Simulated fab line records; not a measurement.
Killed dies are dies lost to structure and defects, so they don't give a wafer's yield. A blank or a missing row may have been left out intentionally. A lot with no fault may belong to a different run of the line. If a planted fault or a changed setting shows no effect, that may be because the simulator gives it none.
Matching of chambers / flow sky130 / 4 sister chambers for SKY_METAL4_ETCH_17 on rie-diel-01
The step etches SiO2 in C4F8/O2/Ar, stops on TiN, time 3.9 s, target depth 15 nm. 8 wafers are shown with their chamber, then 7 later ones without.

## WAFERS WITH THEIR CHAMBER
wafer=L077.1; chamber=2; oes-product-au (a.u.)=0.753
wafer=L085.2; chamber=2; oes-product-au (a.u.)=0.767
wafer=L087.6; chamber=3; oes-product-au (a.u.)=0.766
wafer=L090.1; chamber=0; oes-product-au (a.u.)=0.747
wafer=L090.5; chamber=3; oes-product-au (a.u.)=0.744
wafer=L090.6; chamber=1; oes-product-au (a.u.)=0.765
wafer=L091.1; chamber=0; oes-product-au (a.u.)=0.757
wafer=L091.2; chamber=1; oes-product-au (a.u.)=0.742

## WAFERS MISSING THEIR CHAMBER
wafer=L091.4; oes-product-au (a.u.)=0.761
wafer=L093.1; oes-product-au (a.u.)=0.757
wafer=L093.5; oes-product-au (a.u.)=0.760
wafer=L093.6; oes-product-au (a.u.)=0.753
wafer=L095.2; oes-product-au (a.u.)=0.751
wafer=L095.4; oes-product-au (a.u.)=0.759
wafer=L095.5; oes-product-au (a.u.)=0.745

## THE CHAMBER EACH PASSED THROUGH
wafer=L091.4; from the rows above=can't be placed: 2 or 3 or 1 or 0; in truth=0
wafer=L093.1; from the rows above=can't be placed: 3 or 2 or 1 or 0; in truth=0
wafer=L093.5; from the rows above=can't be placed: 2 or 3 or 1 or 0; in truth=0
wafer=L093.6; from the rows above=can't be placed: 1 or 0 or 3 or 2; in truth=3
wafer=L095.2; from the rows above=can't be placed: 0 or 1 or 3 or 2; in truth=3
wafer=L095.4; from the rows above=can't be placed: 2 or 3 or 1 or 0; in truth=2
wafer=L095.5; from the rows above=can't be placed: 0 or 1 or 3 or 2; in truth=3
Correct placement for 0 of the 7. Unplaceable from these rows: 7, with the true chamber sitting among the candidates in 7. Wrongly placed: 0.
How it was worked out, from the rows above alone: a wafer's distance from a chamber is the root of the sum, over the readings, of the square of ((its reading less the chamber's mean) divided by the reading's scatter). The wafer belongs to the nearest chamber; if the next one is less than 2 further off, it can't be placed. Each chamber's mean is taken over the wafers shown for it. The scatter: the root of (the sum of the squares of (reading less its chamber's mean) over the shown wafers, divided by (wafers less chambers)).
